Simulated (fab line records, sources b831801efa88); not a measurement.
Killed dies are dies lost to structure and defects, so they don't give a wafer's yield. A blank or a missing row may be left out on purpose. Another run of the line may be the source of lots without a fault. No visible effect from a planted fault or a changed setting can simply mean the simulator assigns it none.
fab line records | flow sky130
[record] lots = 5 wafers = 15 last-day = 49
route steps=708 shown SONOS_TUNNEL@158 SONOS_ONO@168 PAD_OPEN@708
lots that met no fault: from a run of the same line without faults
start-h: hours from the record's opening day to when the first of the lot's shown wafers began | wait-h: how many hours have passed since the lot's step before this one | " repeats the value in the row above | L1.1+2: a row that stands for several wafers | - either no value or no given start | * or withheld: withheld | < > ~ a bound
route shown NAME@n: a module of which the file shows steps, and the number in the route of the first | usual: average and standard deviation across the fault-free wafers | same: alike in all rows | chamber/n: place in a boat | sites: per-site readings | _std_site: standard deviation across them | _edge_site: outer sites' mean less inner sites' | radius-mm: for every site, how far away it sits from the centre of the wafer | mask NAME#n: copy n | behind: the most recent tool/chamber to have shaped the wafer | hold: cause of the lot's hold/its duration in hours/its outcome | device: the n, p or np transistor that did not switch | end of line: tests run on the same wafers once the route is complete | step lacking rows: just its recipe | killed: count of dies lost to structure and defects at first sort (not the wafer's yield) | map: shows each die of a wafer: x if killed, . if not, _ if none is there
set.NAME: the setting that was run; set.NAME@STEP: the one run at that earlier step | model.NAME: the simulator's own value behind a step, which no gauge read
lots seen at some steps along the route; tables by step, rows by wafer
services: a tool's chamber out of use, with start hour (start-h, from the record's first day; less than 0 if before it), hours out, and reason
[[steps]]
[step SKY_SONOS_TUNNEL_EXPOSE_04]
[recipe] mask-id = TUNM na = 0.6 source-shape = conventional sigma-outer = 0.6 polarization = unpolarized target-cd-nm = 410 dose-mj = 136
[step SKY_SONOS_TUNNEL_PEB_05]
[recipe] temp-c = withheld time-s = * resist = NOVOLAK
[step SKY_SONOS_TUNNEL_DEVELOP_06]
[recipe] resist = NOVOLAK developer = TMAH develop-time-s = 60 dev-temp-c = 23
[step SKY_SONOS_TUNNEL_CD_MEAS_07]
[recipe] target-cd-nm = 410
[usual] cd-nm = 410.0/2.8
// columns lot.wafer tool chamber start-h wait-h cd-nm
L396.1 cd-sem-02 - 250.23 0.1 409.2
L396.2 " - " " 408.5
L396.4 " - " " 407.8
L399.2 cd-sem-01 - 291.70 0.1 411.9
L399.3 " - " " 414.0
L399.5 " - " " 412.8
L407.1 cd-sem-01 - 337.98 0.1 413.0
L407.2 " - " " 411.6
L407.6 " - " " 412.0
L408.2 cd-sem-01 - 361.10 0.1 407.3
L408.5 " - " " 407.8
L408.6 " - " " 408.0
L412.3 cd-sem-01 - 385.72 0.1 407.4
L412.4 " - " " 406.0
L412.6 " - " " 406.7
[step SKY_SONOS_TUNNEL_OVL_MEAS_08]
[usual] SONOS_TUNNEL_OVL = 0.1/1.5
// columns lot.wafer tool chamber start-h wait-h SONOS_TUNNEL_OVL[nm]
L396.1 overlay-02 - 250.35 0.1 0.5
L396.2 " - " " 0.3
L396.4 " - " " 1.2
L399.2 overlay-01 - 291.80 0.1 -0.7
L399.3 " - " " -3.1
L399.5 " - " " -2.5
L407.1 overlay-01 - 338.10 0.1 -2.0
L407.2 " - " " -1.0
L407.6 " - " " -1.5
L408.2 overlay-02 - 361.20 0.1 -0.9
L408.5 " - " " 1.2
L408.6 " - " " 0.1
L412.3 overlay-01 - 385.82 0.1 -1.5
L412.4 " - " " -2.1
L412.6 " - " " -3.0
[step SKY_SONOS_TUNNEL_IMPLANT_09]
[recipe] species = B energy-kev = 20 dose-cm2 = 1e+12 tilt-deg = withheld
[step SKY_SONOS_TUNNEL_WET_ETCH_10]
[recipe] chemistry = dHF target-depth-nm = 14 target = SiO2 dilution = 100:1 temp-c = 25 time-s = 280
[step SKY_SONOS_TUNNEL_STRIP_11]
[recipe] chemistry = SPM time-s = 600 temp-c = 130
[step SKY_SONOS_TUNNEL_TW_MEAS_12]
[usual] SONOS_TUNNEL_TW = 198.3/1.6
// columns lot.wafer tool chamber start-h wait-h SONOS_TUNNEL_TW
L396.1 film-metro-04 - 250.98 0.0 199.2
L396.2 " - " " 199.0
L396.4 " - " " 198.1
L399.2 film-metro-03 - 292.25 0.0 198.2
L399.3 " - " " 198.3
L399.5 " - " " 198.2
L407.1 film-metro-01 - 338.54 0.0 199.2
L407.2 " - " " 198.5
L407.6 " - " " 199.1
L408.2 film-metro-01 - 361.65 0.0 200.4
L408.5 " - " " 198.2
L408.6 " - " " 199.0
L412.3 film-metro-03 - 386.28 0.0 194.9
L412.4 " - " " 196.1
L412.6 " - " " 196.9
[step SKY_SONOS_TUNNEL_CLEAN_13]
[recipe] chemistry = dHF time-s = 20 dilution = 100:1 dry = ipa-marangoni
[step SKY_SONOS_ONO_OXIDATION_00]
[recipe] temp-c = 800 ambient = O2 idle-temp-c = 700 ramp-up-c-per-min = 10 ramp-down-c-per-min = 3 stabilise-s = 600 purge-s = 300 target-thk-a = 26 ox-time-s = 1249
[step SKY_SONOS_ONO_THK_MEAS_01]
[recipe] reads = SiO2_of_SONOS_ONO_OXIDATION_00
[usual] SONOS_ONO_OXIDATION_THK = 2.59/0.057
// columns lot.wafer tool chamber start-h wait-h SONOS_ONO_OXIDATION_THK[nm]
L396.1 film-metro-02 - 253.13 0.0 2.61
L396.2 " - " " 2.62
L396.4 " - " " 2.60
L399.2 film-metro-01 - 295.43 0.0 2.59
L399.3 " - " " 2.60
L399.5 " - " " 2.56
L407.1 film-metro-01 - 340.46 0.0 2.59
L407.2 " - " " 2.71
L407.6 " - " " 2.60
L408.2 film-metro-02 - 365.23 0.0 2.60
L408.5 " - " " 2.51
L408.6 " - " " 2.60
L412.3 film-metro-02 - 389.42 0.0 2.58
L412.4 " - " " 2.62
L412.6 " - " " 2.56
[step SKY_SONOS_ONO_CVD_02]
[recipe] material = Si3N4 precursor = DCS/NH3 target-thk-nm = 10.5 temp-c = 770 time-s = 180 pressure-mtorr = 250
[usual] zone-power-centre-pct = 12.6/2
// columns lot.wafer tool chamber start-h wait-h zone-power-centre-pct model.Si3N4_of_SONOS_ONO_CVD_02.thk-nm
L396.1 lpcvd-02 0 253.63 0.5 14.5 10.3
L396.2 " 0 " " 14.7 10.38
L396.4 " 0 " " 14.5 10.26
L399.2 lpcvd-02 1 295.48 0.0 10.5 10.39
L399.3 " 1 " " 10.5 10.41
L399.5 " 1 " " 10.5 10.47
L407.1 lpcvd-02 0 343.03 2.6 14.5 10.68
L407.2 " 0 " " 14.4 10.46
L407.6 " 0 " " 14.4 10.6
L408.2 lpcvd-02 1 366.93 1.7 10.4 4.254
L408.5 " 1 " " 10.3 4.356
L408.6 " 1 " " 10.5 4.242
L412.3 lpcvd-02 0 391.08 1.6 14.3 10.7
L412.4 " 0 " " 14.7 10.61
L412.6 " 0 " " 14.6 10.79
[step SKY_SONOS_ONO_THK_MEAS_03]
[recipe] reads = Si3N4_of_SONOS_ONO_CVD_02
[usual] SONOS_ONO_CVD_02_THK = 10.47/0.15
// columns lot.wafer tool chamber start-h wait-h hold SONOS_ONO_CVD_02_THK[nm]
L396.1 film-metro-01 - 254.68 0.0 - 10.26
L396.2 " - " " - 10.36
L396.4 " - " " - 10.27
L399.2 film-metro-01 - 296.54 0.0 - 10.33
L399.3 " - " " - 10.40
L399.5 " - " " - 10.46
L407.1 film-metro-04 - 344.08 0.0 - 10.65
L407.2 " - " " - 10.48
L407.6 " - " " - 10.60
L408.2 film-metro-01 - 367.99 0.0 await-dispo/0.2h/release 4.24
L408.5 " - " " await-dispo/0.2h/release 4.35
L408.6 " - " " await-dispo/0.2h/release 4.18
L408.2 film-metro-01 - 368.21 0.2 - 4.19
L408.5 " - " " - 4.33
L408.6 " - " " - 4.31
L412.3 film-metro-02 - 392.15 0.0 - 10.70
L412.4 " - " " - 10.64
L412.6 " - " " - 10.81
[step SKY_PAD_OPEN_PROBE_99]
[usual] killed_at_M0_to_M3 = 42/6.2 killed_at_M4_up = 3.0/1.8 killed-at-contacts = 25/5.9 killed-at-front-end = 15/4.5 killed-at-other = 0.2/0.45 killed-dies = 85/9.9 killed-open = 47/6.7 killed-short = 39/6.4
[same] gross-dies = 492 killed-at-back-side = 0
// columns lot.wafer tool chamber start-h wait-h killed_at_M0_to_M3 killed_at_M4_up killed-at-contacts killed-at-front-end killed-at-other killed-dies killed-open killed-short model.etest.sonos-erased.drive-ua-um model.etest.sonos-uncharged.r-on-ohm-um model.etest.cap-ono.gate-log10-a-cm2 model.etest.cap-ono.gate-bv-v model.etest.cap-ono.tox-acc-nm model.etest.sonos-erased.vt-v model.etest.sonos-programmed.off-log10-a-um model.etest.sonos-baked.vt-v
L396.1 prober-01 - 1085.99 0.1 51 7 30 4 0 92 48 44 187.2 808 -7.792 16.14 12.72 -2.333 -13.93 1.019
L396.2 prober-01 - 1086.04 0.1 39 0 44 6 0 89 49 40 180.4 813.1 -7.792 16.96 12.79 -2.296 -14.12 1.002
L396.4 prober-01 - 1086.14 0.2 37 5 22 11 1 76 42 34 204.6 804.6 -7.915 16.55 12.85 -2.305 -14.06 0.9604
L399.2 prober-02 - 1108.39 0.1 31 0 34 13 0 78 46 32 164 792.1 -7.884 15.98 12.87 -2.264 -13.93 0.9683
L399.3 prober-02 - 1108.44 0.2 32 3 33 14 0 82 48 34 198.5 780.3 -7.81 16.45 12.81 -2.337 -13.89 0.9479
L399.5 prober-02 - 1108.54 0.2 44 3 24 20 0 91 51 40 194.5 779.6 -7.86 16.41 12.8 -2.316 -14.16 0.971
L407.1 prober-01 - 1151.84 0.1 43 2 28 25 0 98 54 44 227.6 813 -8.072 16.61 13.01 -2.282 -13.94 0.9463
L407.2 prober-01 - 1151.89 0.1 47 5 17 17 0 86 39 47 147.4 824.1 -8.102 16.36 12.99 -2.165 -14.04 0.956
L407.6 prober-01 - 1152.09 0.2 37 3 26 31 0 97 58 39 210.9 817.5 -8.127 16.51 12.98 -2.236 -14.03 0.9708
L408.2 prober-02 - 1167.11 0.1 40 4 29 13 0 86 48 38 66.52 716.2 -4.695 13.77 10.38 -0.8126 -12.64 0.3138
L408.5 prober-02 - 1167.26 0.2 44 3 34 8 0 89 52 37 80.53 731.9 -4.538 13.67 10.3 -1.007 -13.52 0.2713
L408.6 prober-02 - 1167.31 0.2 42 2 32 10 0 86 45 41 72.39 722.5 -4.697 13.35 10.42 -0.8726 -13.05 0.2549
L412.3 prober-01 - 1183.09 0.2 42 3 17 19 1 82 43 39 137.9 838.9 -8.25 16.31 13.14 -2.092 -13.95 0.8804
L412.4 prober-01 - 1183.14 0.2 40 2 28 16 0 86 47 39 187.4 840.6 -8.053 16.54 13.03 -2.231 -14.01 0.9582
L412.6 prober-01 - 1183.24 0.2 44 5 19 15 0 83 43 40 163 828.1 -8.08 16.15 12.99 -2.211 -14.03 0.9245
// killed by level:class
L396.1 VIA1:geometric-particle:open=18 CONTACT:geometric-particle:open=11 LOCAL_INTERCONNECT:geometric-particle:short=8 METAL1:geometric-particle:short=7 VIA1:geometric-particle:short=6 LI_CONTACT:geometric-particle:open=5 METAL2:geometric-particle:short=5 METAL4:geometric-particle:short=4
L396.2 CONTACT:geometric-particle:open=19 LOCAL_INTERCONNECT:geometric-particle:short=9 VIA3:geometric-particle:open=8 VIA1:geometric-particle:open=7 LI_CONTACT:geometric-particle:short=6 METAL1:geometric-particle:short=6 LI_CONTACT:geometric-particle:open=5 CONTACT:geometric-particle:short=4
L396.4 VIA1:geometric-particle:open=14 CONTACT:geometric-particle:open=10 VIA2:geometric-particle:open=6 METAL1:geometric-particle:short=5 POLY_GATE:geometric-particle:short=5 LOCAL_INTERCONNECT:geometric-particle:short=5 VIA1:geometric-particle:short=4 METAL4:geometric-particle:short=4
L399.2 LI_CONTACT:geometric-particle:open=14 CONTACT:geometric-particle:open=10 VIA1:geometric-particle:open=6 VIA1:geometric-particle:short=5 VIA2:geometric-particle:open=5 FIELD_ISO:geometric-particle:open=4 METAL1:geometric-particle:short=4 LOCAL_INTERCONNECT:geometric-particle:short=4
L399.3 LI_CONTACT:geometric-particle:open=12 VIA1:geometric-particle:open=10 LI_CONTACT:geometric-particle:short=7 CONTACT:geometric-particle:short=6 VIA3:geometric-particle:open=6 VIA2:geometric-particle:open=6 POLY_GATE:geometric-particle:short=5 POLY_GATE:geometric-particle:open=5
L399.5 VIA3:geometric-particle:open=10 CONTACT:geometric-particle:open=9 VIA1:geometric-particle:open=8 VIA2:geometric-particle:open=7 LI_CONTACT:geometric-particle:open=6 VIA1:geometric-particle:short=6 FIELD_ISO:geometric-particle:short=5 POLY_GATE:geometric-particle:short=5
L407.1 VIA1:geometric-particle:open=10 CONTACT:geometric-particle:open=9 LI_CONTACT:geometric-particle:open=7 CONTACT:geometric-particle:short=7 VIA3:geometric-particle:open=7 POLY_GATE:geometric-particle:short=6 POLY_GATE:geometric-particle:open=6 FIELD_ISO:geometric-particle:short=5
L407.2 VIA1:geometric-particle:short=8 VIA2:geometric-particle:open=8 FIELD_ISO:geometric-particle:open=6 METAL2:geometric-particle:short=6 VIA3:geometric-particle:short=6 LI_CONTACT:geometric-particle:open=5 LOCAL_INTERCONNECT:geometric-particle:short=5 CONTACT:geometric-particle:open=5
L407.6 VIA1:geometric-particle:open=13 POLY_GATE:geometric-particle:short=9 VIA2:geometric-particle:open=9 FIELD_ISO:geometric-particle:open=8 LI_CONTACT:geometric-particle:open=8 POLY_GATE:geometric-particle:open=7 CONTACT:geometric-particle:open=6 LI_CONTACT:geometric-particle:short=4
L408.2 CONTACT:geometric-particle:open=12 LI_CONTACT:geometric-particle:open=8 VIA1:geometric-particle:open=8 FIELD_ISO:geometric-particle:short=6 METAL3:geometric-particle:short=5 VIA2:geometric-particle:open=5 METAL1:geometric-particle:short=4 LI_CONTACT:geometric-particle:short=4
L408.5 CONTACT:geometric-particle:open=11 LI_CONTACT:geometric-particle:open=9 CONTACT:geometric-particle:short=8 VIA2:geometric-particle:open=8 VIA3:geometric-particle:open=7 METAL1:geometric-particle:short=6 VIA1:geometric-particle:open=5 VIA2:geometric-particle:short=5
L408.6 LI_CONTACT:geometric-particle:open=10 CONTACT:geometric-particle:short=8 VIA1:geometric-particle:open=7 METAL2:geometric-particle:short=7 VIA2:geometric-particle:open=7 CONTACT:geometric-particle:open=5 LOCAL_INTERCONNECT:geometric-particle:short=4 VIA3:geometric-particle:short=4
L412.3 VIA1:geometric-particle:open=11 FIELD_ISO:geometric-particle:short=7 CONTACT:geometric-particle:open=7 VIA2:geometric-particle:open=7 POLY_GATE:geometric-particle:open=5 METAL3:geometric-particle:short=5 FIELD_ISO:geometric-particle:open=4 CONTACT:geometric-particle:short=4
L412.4 VIA1:geometric-particle:open=11 CONTACT:geometric-particle:open=8 FIELD_ISO:geometric-particle:open=7 LI_CONTACT:geometric-particle:short=6 VIA1:geometric-particle:short=5 FIELD_ISO:geometric-particle:short=4 LI_CONTACT:geometric-particle:open=4 LOCAL_INTERCONNECT:geometric-particle:short=4
L412.6 VIA3:geometric-particle:open=9 CONTACT:geometric-particle:open=8 FIELD_ISO:geometric-particle:short=7 METAL2:geometric-particle:short=7 VIA1:geometric-particle:open=6 LI_CONTACT:geometric-particle:open=5 VIA1:geometric-particle:short=5 POLY_GATE:geometric-particle:open=4
[[services]]
// columns tool chamber start-h hours kind
lpcvd-02 - 249.04 1.5 repair
[[key]]
[first-sign] step = SKY_SONOS_ONO_THK_MEAS_03 reading = visit direction = added
[effect] step = SKY_SONOS_ONO_THK_MEAS_03 reading = SONOS_ONO_CVD_02_THK direction = down sigmas = 42 usual = 10.47 struck = 4.26
[model-effect] step = SKY_SONOS_ONO_CVD_02 value = Si3N4_of_SONOS_ONO_CVD_02.thk-nm without = 10.62 struck = 4.284
[model-effect] step = SKY_PAD_OPEN_PROBE_99 value = etest.sonos-erased.drive-ua-um without = 183.2 struck = 73.15
met-at SKY_SONOS_ONO_CVD_02
struck-wafers L408.2,L408.5,L408.6
tester-left-out L408
onset-between 295.48 366.93
[fault] kind = process-parameter-drift tool = lpcvd-02 chamber = 1 onset-h = 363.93 steps = SKY_SONOS_ONO_CVD_02 channel = target-thk-nm offset = -6.3363 shape = step end-h = 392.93 acts-in = these-recipes-only stated = 10.5
// tester-left-out: of these lots the tester's yield and bins aren't shown, on N5 and GAA mostly nor the transistor test; their killed dies are dies lost to structure and defects alone, not to doping, threshold or leakage, so they don't give the yield
